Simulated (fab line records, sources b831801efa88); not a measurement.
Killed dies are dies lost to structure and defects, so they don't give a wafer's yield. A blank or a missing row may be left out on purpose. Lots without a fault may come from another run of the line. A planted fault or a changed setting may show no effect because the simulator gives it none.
A sampling plan put to the test | flow gf180mcu | one fab line, 69 faults that these records tell of, each judged on the records of the lots that it struck
The plan is the line's own looks: the steps of the route at which a gauge or an inspection reads the wafer and doesn't change it. A look can be judged if struck wafers have a number there and the file gives its usual mean and standard deviation on fault-free wafers. Caught: at a look after the fault's first step, the mean of the struck wafers lies 4 or more of those standard deviations (sigma) from the usual mean. On the tool: the same test on the tool's own readings at the fault's steps. Another recipe on the struck wafers, or a record that is blank for them alone, also counts as caught.

THE FAULTS, as the simulator had put them in
1. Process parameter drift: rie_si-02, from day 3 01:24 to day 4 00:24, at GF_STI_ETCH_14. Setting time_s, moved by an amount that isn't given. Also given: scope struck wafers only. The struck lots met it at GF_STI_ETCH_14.
2. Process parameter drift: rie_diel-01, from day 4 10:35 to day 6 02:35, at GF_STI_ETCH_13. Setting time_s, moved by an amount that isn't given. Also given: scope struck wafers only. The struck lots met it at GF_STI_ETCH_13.
3. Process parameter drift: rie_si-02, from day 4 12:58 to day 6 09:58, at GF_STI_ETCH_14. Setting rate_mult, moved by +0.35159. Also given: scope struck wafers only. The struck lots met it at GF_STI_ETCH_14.
4. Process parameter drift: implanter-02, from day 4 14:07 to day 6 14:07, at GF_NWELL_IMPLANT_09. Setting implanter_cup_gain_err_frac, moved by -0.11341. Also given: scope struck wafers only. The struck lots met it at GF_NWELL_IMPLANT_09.
5. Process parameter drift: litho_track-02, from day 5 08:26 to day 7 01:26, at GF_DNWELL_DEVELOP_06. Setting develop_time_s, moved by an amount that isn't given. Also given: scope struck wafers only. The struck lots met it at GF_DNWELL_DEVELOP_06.
6. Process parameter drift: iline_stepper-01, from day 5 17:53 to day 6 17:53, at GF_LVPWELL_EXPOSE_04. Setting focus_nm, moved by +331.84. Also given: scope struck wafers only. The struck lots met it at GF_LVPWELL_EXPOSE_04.
7. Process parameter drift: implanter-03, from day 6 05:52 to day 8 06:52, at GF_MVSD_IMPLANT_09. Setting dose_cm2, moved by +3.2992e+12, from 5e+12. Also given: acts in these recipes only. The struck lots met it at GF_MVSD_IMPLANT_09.
8. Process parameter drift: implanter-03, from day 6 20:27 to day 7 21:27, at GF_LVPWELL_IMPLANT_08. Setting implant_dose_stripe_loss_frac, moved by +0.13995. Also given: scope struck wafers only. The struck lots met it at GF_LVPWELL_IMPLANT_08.
9. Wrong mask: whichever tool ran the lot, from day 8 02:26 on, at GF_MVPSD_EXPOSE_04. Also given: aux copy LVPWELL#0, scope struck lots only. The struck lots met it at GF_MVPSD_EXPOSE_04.
10. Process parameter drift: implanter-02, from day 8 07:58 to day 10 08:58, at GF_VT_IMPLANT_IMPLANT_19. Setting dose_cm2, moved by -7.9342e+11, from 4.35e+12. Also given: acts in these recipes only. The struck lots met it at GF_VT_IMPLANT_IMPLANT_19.
11. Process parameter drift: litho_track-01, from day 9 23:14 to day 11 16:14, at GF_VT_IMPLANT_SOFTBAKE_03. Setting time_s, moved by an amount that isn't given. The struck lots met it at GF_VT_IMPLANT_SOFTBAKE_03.
12. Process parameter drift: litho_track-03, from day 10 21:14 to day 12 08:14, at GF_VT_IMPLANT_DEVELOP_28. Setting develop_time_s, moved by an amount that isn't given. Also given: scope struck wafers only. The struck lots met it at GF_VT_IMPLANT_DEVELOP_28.
13. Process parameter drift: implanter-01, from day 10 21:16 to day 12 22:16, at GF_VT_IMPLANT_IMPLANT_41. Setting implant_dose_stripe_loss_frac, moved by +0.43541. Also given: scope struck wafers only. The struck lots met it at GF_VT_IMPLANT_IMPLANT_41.
14. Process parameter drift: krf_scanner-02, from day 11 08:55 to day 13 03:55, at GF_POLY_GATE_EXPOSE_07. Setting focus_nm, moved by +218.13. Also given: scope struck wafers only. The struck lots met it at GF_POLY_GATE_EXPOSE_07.
15. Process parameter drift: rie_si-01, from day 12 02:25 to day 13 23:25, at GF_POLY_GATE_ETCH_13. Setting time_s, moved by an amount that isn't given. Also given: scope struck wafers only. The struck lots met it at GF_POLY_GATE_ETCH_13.
16. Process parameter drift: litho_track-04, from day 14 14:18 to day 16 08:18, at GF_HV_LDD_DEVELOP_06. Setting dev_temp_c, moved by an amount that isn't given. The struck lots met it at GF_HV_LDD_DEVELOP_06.
17. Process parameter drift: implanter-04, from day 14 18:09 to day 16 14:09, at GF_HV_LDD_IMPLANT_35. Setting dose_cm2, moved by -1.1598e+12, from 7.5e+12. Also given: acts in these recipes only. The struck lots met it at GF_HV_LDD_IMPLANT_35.
18. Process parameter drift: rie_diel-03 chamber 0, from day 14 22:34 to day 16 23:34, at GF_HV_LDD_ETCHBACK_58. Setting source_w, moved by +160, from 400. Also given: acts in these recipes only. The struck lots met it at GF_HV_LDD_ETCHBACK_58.
19. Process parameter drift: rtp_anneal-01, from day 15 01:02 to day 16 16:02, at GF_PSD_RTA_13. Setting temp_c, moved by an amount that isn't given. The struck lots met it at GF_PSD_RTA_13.
20. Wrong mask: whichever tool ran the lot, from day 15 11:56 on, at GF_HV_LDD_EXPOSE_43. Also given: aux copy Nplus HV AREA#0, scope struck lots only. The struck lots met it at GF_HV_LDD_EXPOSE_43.
21. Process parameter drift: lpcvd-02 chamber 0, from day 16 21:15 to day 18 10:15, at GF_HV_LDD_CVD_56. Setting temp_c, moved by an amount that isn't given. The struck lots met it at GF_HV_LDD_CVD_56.
22. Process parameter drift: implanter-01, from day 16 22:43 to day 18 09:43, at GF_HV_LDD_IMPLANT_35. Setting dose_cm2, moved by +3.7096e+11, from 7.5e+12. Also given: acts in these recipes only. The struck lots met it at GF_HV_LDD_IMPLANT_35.
23. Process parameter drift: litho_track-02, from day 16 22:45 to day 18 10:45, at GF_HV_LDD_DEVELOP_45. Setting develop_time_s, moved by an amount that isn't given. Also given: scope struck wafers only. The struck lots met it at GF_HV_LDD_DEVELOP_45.
24. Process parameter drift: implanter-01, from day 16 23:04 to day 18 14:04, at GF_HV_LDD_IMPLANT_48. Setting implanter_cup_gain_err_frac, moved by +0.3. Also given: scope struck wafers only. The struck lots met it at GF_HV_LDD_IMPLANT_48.
25. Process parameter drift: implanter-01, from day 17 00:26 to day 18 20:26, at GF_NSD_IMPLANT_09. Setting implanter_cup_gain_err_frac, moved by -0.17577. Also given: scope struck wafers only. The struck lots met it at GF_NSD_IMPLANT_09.
26. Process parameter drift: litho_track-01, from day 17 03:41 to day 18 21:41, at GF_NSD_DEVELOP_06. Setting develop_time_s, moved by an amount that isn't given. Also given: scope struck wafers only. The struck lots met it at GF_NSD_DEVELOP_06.
27. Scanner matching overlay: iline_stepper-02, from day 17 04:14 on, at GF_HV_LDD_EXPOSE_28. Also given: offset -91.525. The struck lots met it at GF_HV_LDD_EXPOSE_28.
28. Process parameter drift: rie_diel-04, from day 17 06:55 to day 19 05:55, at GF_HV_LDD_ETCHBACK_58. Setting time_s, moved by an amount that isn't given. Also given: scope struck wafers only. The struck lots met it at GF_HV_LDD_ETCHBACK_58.
29. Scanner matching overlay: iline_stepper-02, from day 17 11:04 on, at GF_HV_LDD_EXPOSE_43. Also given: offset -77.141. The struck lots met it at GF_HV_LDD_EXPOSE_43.
30. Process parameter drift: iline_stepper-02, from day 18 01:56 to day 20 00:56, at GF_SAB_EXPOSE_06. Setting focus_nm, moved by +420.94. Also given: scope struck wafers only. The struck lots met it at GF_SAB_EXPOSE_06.
31. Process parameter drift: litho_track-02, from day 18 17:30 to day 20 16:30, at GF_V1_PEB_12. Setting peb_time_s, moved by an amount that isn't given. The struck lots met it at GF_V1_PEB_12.
32. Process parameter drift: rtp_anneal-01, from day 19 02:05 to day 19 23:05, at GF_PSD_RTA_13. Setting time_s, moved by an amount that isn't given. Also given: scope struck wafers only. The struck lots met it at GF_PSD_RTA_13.
33. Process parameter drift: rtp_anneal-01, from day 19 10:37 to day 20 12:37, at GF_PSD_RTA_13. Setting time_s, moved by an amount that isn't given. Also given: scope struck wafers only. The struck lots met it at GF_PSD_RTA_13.
34. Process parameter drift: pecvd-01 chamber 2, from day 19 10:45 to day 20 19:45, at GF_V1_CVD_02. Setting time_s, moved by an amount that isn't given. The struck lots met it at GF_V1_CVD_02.
35. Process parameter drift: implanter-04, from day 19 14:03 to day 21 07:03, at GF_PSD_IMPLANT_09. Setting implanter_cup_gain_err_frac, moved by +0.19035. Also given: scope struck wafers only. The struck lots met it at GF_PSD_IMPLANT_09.
36. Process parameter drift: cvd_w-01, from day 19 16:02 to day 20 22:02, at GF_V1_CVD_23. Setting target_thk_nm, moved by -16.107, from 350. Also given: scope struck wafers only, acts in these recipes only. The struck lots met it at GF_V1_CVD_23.
37. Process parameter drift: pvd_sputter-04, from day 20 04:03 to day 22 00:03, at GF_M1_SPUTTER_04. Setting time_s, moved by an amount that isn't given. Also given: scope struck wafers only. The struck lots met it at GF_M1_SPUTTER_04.
38. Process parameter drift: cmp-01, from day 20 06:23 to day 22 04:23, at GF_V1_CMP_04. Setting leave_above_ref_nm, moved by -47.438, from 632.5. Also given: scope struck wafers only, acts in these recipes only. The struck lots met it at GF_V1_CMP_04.
39. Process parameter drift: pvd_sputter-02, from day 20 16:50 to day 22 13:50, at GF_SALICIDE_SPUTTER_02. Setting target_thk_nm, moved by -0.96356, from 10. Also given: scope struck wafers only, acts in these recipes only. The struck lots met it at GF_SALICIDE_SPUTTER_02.
40. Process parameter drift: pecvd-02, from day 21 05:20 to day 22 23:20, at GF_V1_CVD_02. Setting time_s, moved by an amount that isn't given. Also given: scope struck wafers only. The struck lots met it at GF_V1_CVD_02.
41. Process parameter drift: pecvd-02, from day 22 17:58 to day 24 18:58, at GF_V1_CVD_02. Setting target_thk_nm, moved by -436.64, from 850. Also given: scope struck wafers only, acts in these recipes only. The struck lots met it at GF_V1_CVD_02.
42. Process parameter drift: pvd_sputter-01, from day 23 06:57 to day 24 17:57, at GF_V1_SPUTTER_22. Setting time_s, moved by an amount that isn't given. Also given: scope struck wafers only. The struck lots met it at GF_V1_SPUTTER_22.
43. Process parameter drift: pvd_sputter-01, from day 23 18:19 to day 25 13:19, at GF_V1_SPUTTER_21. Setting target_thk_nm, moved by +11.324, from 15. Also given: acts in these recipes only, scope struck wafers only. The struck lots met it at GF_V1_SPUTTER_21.
44. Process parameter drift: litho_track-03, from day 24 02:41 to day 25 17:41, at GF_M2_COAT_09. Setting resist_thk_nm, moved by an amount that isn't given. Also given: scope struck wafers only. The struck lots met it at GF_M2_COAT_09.
45. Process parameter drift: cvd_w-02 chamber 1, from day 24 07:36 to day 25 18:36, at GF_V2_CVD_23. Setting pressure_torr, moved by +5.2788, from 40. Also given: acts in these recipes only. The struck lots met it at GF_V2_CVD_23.
46. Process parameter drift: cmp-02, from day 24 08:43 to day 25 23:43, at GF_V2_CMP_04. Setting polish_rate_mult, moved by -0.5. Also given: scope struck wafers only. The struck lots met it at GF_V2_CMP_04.
47. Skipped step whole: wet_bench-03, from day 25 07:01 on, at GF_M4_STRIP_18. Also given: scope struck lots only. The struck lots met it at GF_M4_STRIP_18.
48. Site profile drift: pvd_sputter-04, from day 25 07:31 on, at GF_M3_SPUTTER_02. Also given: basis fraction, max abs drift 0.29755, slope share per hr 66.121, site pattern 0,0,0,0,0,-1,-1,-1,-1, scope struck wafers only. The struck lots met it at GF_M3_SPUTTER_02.
49. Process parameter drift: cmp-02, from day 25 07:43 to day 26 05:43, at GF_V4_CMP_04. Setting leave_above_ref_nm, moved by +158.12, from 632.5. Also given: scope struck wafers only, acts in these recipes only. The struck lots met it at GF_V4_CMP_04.
50. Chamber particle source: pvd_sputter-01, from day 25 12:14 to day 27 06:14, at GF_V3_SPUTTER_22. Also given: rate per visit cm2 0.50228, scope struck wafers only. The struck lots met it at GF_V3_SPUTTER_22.
51. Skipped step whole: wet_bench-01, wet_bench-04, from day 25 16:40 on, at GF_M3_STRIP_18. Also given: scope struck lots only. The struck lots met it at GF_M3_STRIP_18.
52. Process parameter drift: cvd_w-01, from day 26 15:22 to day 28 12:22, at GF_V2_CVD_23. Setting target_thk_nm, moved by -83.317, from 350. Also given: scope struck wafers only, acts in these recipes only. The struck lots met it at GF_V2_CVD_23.
53. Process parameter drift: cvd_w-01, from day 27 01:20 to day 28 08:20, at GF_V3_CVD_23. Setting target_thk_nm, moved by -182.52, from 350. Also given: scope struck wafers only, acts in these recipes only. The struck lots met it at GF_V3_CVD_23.
54. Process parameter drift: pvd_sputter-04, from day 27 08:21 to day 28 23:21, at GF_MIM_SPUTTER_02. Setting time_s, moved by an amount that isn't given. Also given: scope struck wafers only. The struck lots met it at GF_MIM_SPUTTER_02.
55. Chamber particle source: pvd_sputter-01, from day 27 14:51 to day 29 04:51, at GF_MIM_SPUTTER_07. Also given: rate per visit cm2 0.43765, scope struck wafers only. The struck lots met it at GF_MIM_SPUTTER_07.
56. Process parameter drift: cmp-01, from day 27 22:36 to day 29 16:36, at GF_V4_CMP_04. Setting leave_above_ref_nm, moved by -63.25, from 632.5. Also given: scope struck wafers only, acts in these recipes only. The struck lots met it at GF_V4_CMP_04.
57. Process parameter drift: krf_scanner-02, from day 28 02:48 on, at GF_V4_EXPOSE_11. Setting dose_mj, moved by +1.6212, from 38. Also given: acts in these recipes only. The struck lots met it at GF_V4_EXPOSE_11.
58. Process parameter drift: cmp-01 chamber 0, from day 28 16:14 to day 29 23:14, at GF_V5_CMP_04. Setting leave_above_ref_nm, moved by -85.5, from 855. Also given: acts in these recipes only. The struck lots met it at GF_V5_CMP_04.
59. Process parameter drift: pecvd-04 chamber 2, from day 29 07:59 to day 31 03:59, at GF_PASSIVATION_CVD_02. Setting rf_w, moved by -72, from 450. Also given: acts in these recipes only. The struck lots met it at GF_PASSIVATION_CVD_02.
60. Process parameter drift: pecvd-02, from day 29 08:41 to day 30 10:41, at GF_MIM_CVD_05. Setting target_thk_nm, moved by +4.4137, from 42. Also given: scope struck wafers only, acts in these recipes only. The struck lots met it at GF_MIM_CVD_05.
61. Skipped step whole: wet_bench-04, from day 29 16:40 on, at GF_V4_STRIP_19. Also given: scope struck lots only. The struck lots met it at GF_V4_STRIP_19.
62. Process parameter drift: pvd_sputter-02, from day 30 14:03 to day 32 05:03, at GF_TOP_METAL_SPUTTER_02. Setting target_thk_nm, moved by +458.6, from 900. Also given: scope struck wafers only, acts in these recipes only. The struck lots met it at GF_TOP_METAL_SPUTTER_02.
63. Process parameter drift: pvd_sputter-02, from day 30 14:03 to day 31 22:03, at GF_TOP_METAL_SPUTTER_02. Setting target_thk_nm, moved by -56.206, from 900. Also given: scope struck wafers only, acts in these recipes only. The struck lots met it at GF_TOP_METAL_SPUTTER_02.
64. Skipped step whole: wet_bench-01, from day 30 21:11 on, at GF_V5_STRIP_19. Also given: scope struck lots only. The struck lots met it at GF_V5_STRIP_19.
65. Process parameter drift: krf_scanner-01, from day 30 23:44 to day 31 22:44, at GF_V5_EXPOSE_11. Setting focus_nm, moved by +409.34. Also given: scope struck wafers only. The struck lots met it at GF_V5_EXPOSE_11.
66. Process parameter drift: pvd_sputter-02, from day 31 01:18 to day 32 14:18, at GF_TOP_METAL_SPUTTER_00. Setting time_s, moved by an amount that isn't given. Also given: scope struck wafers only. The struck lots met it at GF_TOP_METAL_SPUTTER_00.
67. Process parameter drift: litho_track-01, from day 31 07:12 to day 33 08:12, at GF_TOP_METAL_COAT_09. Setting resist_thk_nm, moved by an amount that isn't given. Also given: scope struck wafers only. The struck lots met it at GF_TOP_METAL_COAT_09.
68. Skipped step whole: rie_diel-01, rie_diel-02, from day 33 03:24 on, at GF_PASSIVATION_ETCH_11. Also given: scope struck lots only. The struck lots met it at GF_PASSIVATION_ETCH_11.
69. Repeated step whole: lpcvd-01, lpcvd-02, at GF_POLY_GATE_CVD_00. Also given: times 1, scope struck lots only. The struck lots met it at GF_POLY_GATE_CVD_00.

WHAT THE PLAN SAW
fault | on the tool itself                               | first look that catches it                      | reading, sigma                                     | median hours from its first step to that look | hours from the fault's start to the first struck lot there | judged looks passed uncaught
1     | run_length_s -24 sigma                           | not the one look that can be judged after it    | -                                                  | -                                             | -                                                          | 1
2     | run_length_s -40 sigma                           | no look after it can be judged                  | -                                                  | -                                             | -                                                          | 0
3     | oes_product_au +23 sigma                         | not the one look that can be judged after it    | -                                                  | -                                             | -                                                          | 1
4     | beam_on_s +6.6 sigma                             | GF_VT_IMPLANT_RS_MEAS_47                        | NWELL_RS -5.1                                      | 115.3                                         | 121                                                        | 1
5     | no reading that can be judged                    | none of the 5 looks that can be judged after it | -                                                  | -                                             | -                                                          | 5
6     | under 2 sigma                                    | none of the 5 looks that can be judged after it | -                                                  | -                                             | -                                                          | 5
7     | dose_ions_cm2 +99 or beyond sigma                | GF_VT_IMPLANT_RS_MEAS_46                        | MVSD_RS -33                                        | 84.3                                          | 88                                                         | 1
8     | no reading that can be judged                    | GF_VT_IMPLANT_RS_MEAS_48                        | LVPWELL_RS +4.7                                    | 107.1                                         | 126                                                        | 0
9     | under 2 sigma                                    | GF_MVPSD_TW_MEAS_11                             | MVPSD_TW -99 or beyond                             | 8.6                                           | 11                                                         | 0
10    | dose_ions_cm2 -99 or beyond sigma                | GF_VT_IMPLANT_TW_MEAS_21                        | VT_IMPLANT_2_TW -8.5                               | 0.2                                           | 10                                                         | 0
11    | heater_power_total_W +99 or beyond sigma         | no look after it can be judged                  | -                                                  | -                                             | -                                                          | 0
12    | under 2 sigma                                    | GF_VT_IMPLANT_TW_MEAS_32                        | VT_IMPLANT_3_TW -99 or beyond                      | 0.4                                           | 4                                                          | 0
13    | no reading that can be judged                    | GF_VT_IMPLANT_TW_MEAS_43                        | VT_IMPLANT_4_TW -6.0                               | 0.2                                           | 5                                                          | 0
14    | no reading that can be judged                    | GF_POLY_GATE_CD_MEAS_10                         | cd_nm -9.2                                         | 9.4                                           | 13                                                         | 0
15    | run_length_s -7.4 sigma                          | no look after it can be judged                  | -                                                  | -                                             | -                                                          | 0
16    | developer_temp_C -21 sigma                       | GF_HV_LDD_CD_MEAS_07                            | cd_nm +4.1                                         | 0.1                                           | 4                                                          | 0
17    | dose_ions_cm2 -99 or beyond sigma                | not the one look that can be judged after it    | strongest: HV_LDD_RS at GF_HV_LDD_RS_MEAS_53, +3.1 | -                                             | -                                                          | 1
18    | rf_fwd_power_W +99 or beyond sigma               | none of the 6 looks that can be judged after it | -                                                  | -                                             | -                                                          | 6
19    | wafer_temp_C_max +61 sigma                       | GF_PSD_RS_MEAS_14                               | NSD_RS -69                                         | 0.1                                           | 3                                                          | 0
20    | under 2 sigma                                    | GF_HV_LDD_TW_MEAS_50                            | HV_LDD_4_TW -99 or beyond                          | 11.4                                          | 21                                                         | 0
21    | susceptor_temp_C -27 sigma                       | GF_HV_LDD_THK_MEAS_57                           | HV_LDD_CVD_56_THK -20                              | 1.4                                           | 11                                                         | 0
22    | dose_ions_cm2 +46 sigma                          | no look after it can be judged                  | -                                                  | -                                             | -                                                          | 0
23    | under 2 sigma                                    | GF_HV_LDD_TW_MEAS_50                            | HV_LDD_4_TW -99 or beyond                          | 0.5                                           | 7                                                          | 0
24    | faraday_current_uA +12 sigma                     | GF_HV_LDD_TW_MEAS_50                            | HV_LDD_4_TW -12                                    | 0.2                                           | 7                                                          | 0
25    | beam_on_s +5.1 sigma                             | GF_PSD_RS_MEAS_14                               | NSD_RS -11                                         | 24.2                                          | 35                                                         | 1
26    | no reading that can be judged                    | GF_NSD_CD_MEAS_07                               | cd_nm +5.0                                         | 0.1                                           | 29                                                         | 0
27    | under 2 sigma                                    | GF_HV_LDD_OVL_MEAS_32                           | HV_LDD_02_OVL -62                                  | 11.7                                          | 17                                                         | 0
28    | run_length_s -99 or beyond sigma                 | no look after it can be judged                  | -                                                  | -                                             | -                                                          | 0
29    | no reading that can be judged                    | GF_HV_LDD_OVL_MEAS_47                           | HV_LDD_03_OVL -63                                  | 11.9                                          | 19                                                         | 0
30    | no reading that can be judged                    | GF_SAB_CD_MEAS_09                               | cd_nm -9.6                                         | 11.8                                          | 11                                                         | 0
31    | no reading that can be judged                    | GF_V1_CD_MEAS_14                                | cd_nm +8.0                                         | 0.3                                           | 6                                                          | 0
32    | run_length_s +15 sigma                           | GF_PSD_RS_MEAS_14                               | NSD_RS -26                                         | 0.1                                           | 8                                                          | 0
33    | run_length_s -6.6 sigma                          | GF_PSD_RS_MEAS_14                               | NSD_RS +16                                         | 0.1                                           | 9                                                          | 0
34    | run_length_s +14 sigma                           | GF_V1_THK_MEAS_03                               | V1_CVD_02_THK +6.7                                 | 0.1                                           | 7                                                          | 0
35    | faraday_current_uA +10 sigma                     | GF_PSD_TW_MEAS_11                               | PSD_TW -5.2                                        | 0.2                                           | 5                                                          | 0
36    | under 2 sigma                                    | GF_V1_RS_MEAS_24                                | V1_W_RS +6.1                                       | 0.1                                           | 12                                                         | 0
37    | under 2 sigma                                    | none of the 9 looks that can be judged after it | -                                                  | -                                             | -                                                          | 9
38    | only faintly: time_to_endpoint_s +3.7 sigma      | not the one look that can be judged after it    | -                                                  | -                                             | -                                                          | 1
39    | under 2 sigma                                    | GF_SALICIDE_RS_MEAS_04                          | SALICIDE_TIN_RS +6.6                               | 0.1                                           | 4                                                          | 0
40    | run_length_s -42 sigma                           | GF_V1_THK_MEAS_03                               | V1_CVD_02_THK -22                                  | 0.1                                           | 11                                                         | 0
41    | under 2 sigma                                    | GF_V1_THK_MEAS_03                               | V1_CVD_02_THK -38                                  | 0.1                                           | 24                                                         | 0
42    | under 2 sigma                                    | no look after it can be judged                  | -                                                  | -                                             | -                                                          | 0
43    | under 2 sigma                                    | no look after it can be judged                  | -                                                  | -                                             | -                                                          | 0
44    | no reading that can be judged                    | none of the 2 looks that can be judged after it | -                                                  | -                                             | -                                                          | 2
45    | chamber_pressure_Torr +59 sigma                  | GF_V2_RS_MEAS_24                                | V2_W_RS -6.6                                       | 0.1                                           | 11                                                         | 0
46    | only faintly: time_to_endpoint_s +2.0 sigma      | not the one look that can be judged after it    | -                                                  | -                                             | -                                                          | 1
47    | the tool's record is blank for the struck wafers | no look after it can be judged                  | -                                                  | -                                             | -                                                          | 0
48    | under 2 sigma                                    | GF_M3_RS_MEAS_05                                | M3_ALCU_RS +18                                     | 0.1                                           | 15                                                         | 0
49    | time_to_endpoint_s -9.8 sigma                    | no look after it can be judged                  | -                                                  | -                                             | -                                                          | 0
50    | under 2 sigma                                    | none of the 2 looks that can be judged after it | -                                                  | -                                             | -                                                          | 2
51    | the tool's record is blank for the struck wafers | no look after it can be judged                  | -                                                  | -                                             | -                                                          | 0
52    | under 2 sigma                                    | GF_V2_RS_MEAS_24                                | V2_W_RS +34                                        | 0.1                                           | 16                                                         | 0
53    | under 2 sigma                                    | GF_V3_RS_MEAS_24                                | V3_W_RS +99 or beyond                              | 0.1                                           | 17                                                         | 0
54    | under 2 sigma                                    | no look after it can be judged                  | -                                                  | -                                             | -                                                          | 0
55    | only faintly: throttle_valve_pct +2.2 sigma      | not the one look that can be judged after it    | -                                                  | -                                             | -                                                          | 1
56    | time_to_endpoint_s +4.4 sigma                    | no look after it can be judged                  | -                                                  | -                                             | -                                                          | 0
57    | exposure_dose_mJ_cm2 +42 sigma                   | GF_V4_CD_MEAS_14                                | cd_nm +4.6                                         | 9.3                                           | 12                                                         | 0
58    | under 2 sigma                                    | no look after it can be judged                  | -                                                  | -                                             | -                                                          | 0
59    | rf_fwd_power_W -54 sigma                         | GF_PASSIVATION_THK_MEAS_03                      | PASSIVATION_CVD_02_THK -4.4                        | 0.3                                           | 10                                                         | 0
60    | under 2 sigma                                    | GF_MIM_THK_MEAS_06                              | MIM_CVD_05_THK +7.0                                | 0.0                                           | 15                                                         | 0
61    | the tool's record is blank for the struck wafers | no look after it can be judged                  | -                                                  | -                                             | -                                                          | 0
62    | under 2 sigma                                    | GF_TOP_METAL_RS_MEAS_05                         | TOP_METAL_ALCU_RS -29                              | 0.1                                           | 8                                                          | 0
63    | under 2 sigma                                    | GF_TOP_METAL_RS_MEAS_05                         | TOP_METAL_ALCU_RS +5.8                             | 0.1                                           | 9                                                          | 0
64    | the tool's record is blank for the struck wafers | no look after it can be judged                  | -                                                  | -                                             | -                                                          | 0
65    | no reading that can be judged                    | GF_V5_CD_MEAS_14                                | cd_nm +7.3                                         | 9.0                                           | 14                                                         | 0
66    | under 2 sigma                                    | no look after it can be judged                  | -                                                  | -                                             | -                                                          | 0
67    | under 2 sigma                                    | GF_TOP_METAL_CD_MEAS_14                         | cd_nm +9.7                                         | 8.4                                           | 34                                                         | 0
68    | the tool's record is blank for the struck wafers | no look after it can be judged                  | -                                                  | -                                             | -                                                          | 0
69    | under 2 sigma                                    | GF_POLY_GATE_THK_MEAS_01                        | POLY_GATE_CVD_00_THK +99 or beyond                 | 3.3                                           | -                                                          | 0
A dash: the fault isn't caught, or these records don't give the number.

Caught at a look: 40 of 69. Caught on the tool: 32 of 69. By one or the other: 56 of 69.
Caught on the tool alone: faults 1, 2, 3, 11, 15, 17, 18, 22, 28, 47, 49, 51, 56, 61, 64, 68.
Caught at a look alone: faults 8, 9, 12, 13, 14, 20, 23, 26, 27, 29, 30, 31, 36, 39, 41, 48, 52, 53, 60, 62, 63, 65, 67, 69.
Caught by neither: faults 5, 6, 37, 38, 42, 43, 44, 46, 50, 54, 55, 58, 66.

THINNER SAMPLING
If the look that catches a fault measured only every second or every third lot, by lot number, the first struck lot would be measured this late in the worst case:
fault | struck lots at that look, in order of time | every lot | every second lot | every third lot
4     | L412, L418                                 | 121 h     | may miss all 2   | may miss all 2
7     | L423, L424, L426                           | 88 h      | 96 h             | may miss all 3
8     | L962                                       | 126 h     | may miss it      | may miss it
9     | L152                                       | 11 h      | may miss it      | may miss it
10    | L614, L618                                 | 10 h      | may miss all 2   | may miss all 2
12    | L349, L352, L353                           | 4 h       | 22 h             | may miss all 3
13    | L580, L581, L587                           | 5 h       | 9 h              | may miss all 3
14    | L251, L253, L255                           | 13 h      | may miss all 3   | 51 h
16    | L170, L174                                 | 4 h       | may miss all 2   | may miss all 2
19    | L524, L525, L527                           | 3 h       | 24 h             | may miss all 3
20    | L795                                       | 21 h      | may miss it      | may miss it
21    | L318, L317, L319                           | 11 h      | 14 h             | 21 h
23    | L796, L797, L799                           | 7 h       | 16 h             | may miss all 3
24    | L902                                       | 7 h       | may miss it      | may miss it
25    | L295, L296, L300                           | 35 h      | 42 h             | 67 h
26    | L856                                       | 29 h      | may miss it      | may miss it
27    | L562, L563                                 | 17 h      | 25 h             | may miss all 2
29    | L806, L807                                 | 19 h      | 23 h             | may miss all 2
30    | L475, L479                                 | 11 h      | may miss all 2   | may miss all 2
31    | L435, L438                                 | 6 h       | 35 h             | may miss all 2
32    | L186, L187                                 | 8 h       | 17 h             | may miss all 2
33    | L774, L776                                 | 9 h       | may miss all 2   | may miss all 2
34    | L869, L870                                 | 7 h       | 32 h             | may miss all 2
35    | L398                                       | 5 h       | may miss it      | may miss it
36    | L684                                       | 12 h      | may miss it      | may miss it
39    | L608, L611, L613                           | 4 h       | 23 h             | may miss all 3
40    | L281                                       | 11 h      | may miss it      | may miss it
41    | L450                                       | 24 h      | may miss it      | may miss it
45    | L328, L329                                 | 11 h      | 17 h             | may miss all 2
48    | L225                                       | 15 h      | may miss it      | may miss it
52    | L258, L259                                 | 16 h      | 23 h             | may miss all 2
53    | L690                                       | 17 h      | may miss it      | may miss it
57    | L631, L632                                 | 12 h      | 25 h             | may miss all 2
59    | L315, L319, L318                           | 10 h      | 42 h             | may miss all 3
60    | L726                                       | 15 h      | may miss it      | may miss it
62    | L397                                       | 8 h       | may miss it      | may miss it
63    | L627, L628                                 | 9 h       | 14 h             | may miss all 2
65    | L264, L265                                 | 14 h      | 16 h             | may miss all 2
67    | L325                                       | 34 h      | may miss it      | may miss it
Hours are from the fault's start to the first struck lot that is measured. The limit of 4 sigma was tested on all struck wafers together, so one lot alone may lie under it. Other struck lots may not be in these records.

THE LONGEST TIMED WAY FROM STEP TO LOOK
Fault 4: a median of 115.3 hours passes between GF_NWELL_IMPLANT_09 and GF_VT_IMPLANT_RS_MEAS_47. The look between them that can be judged stayed within 4 sigma: GF_NWELL_TW_MEAS_11.
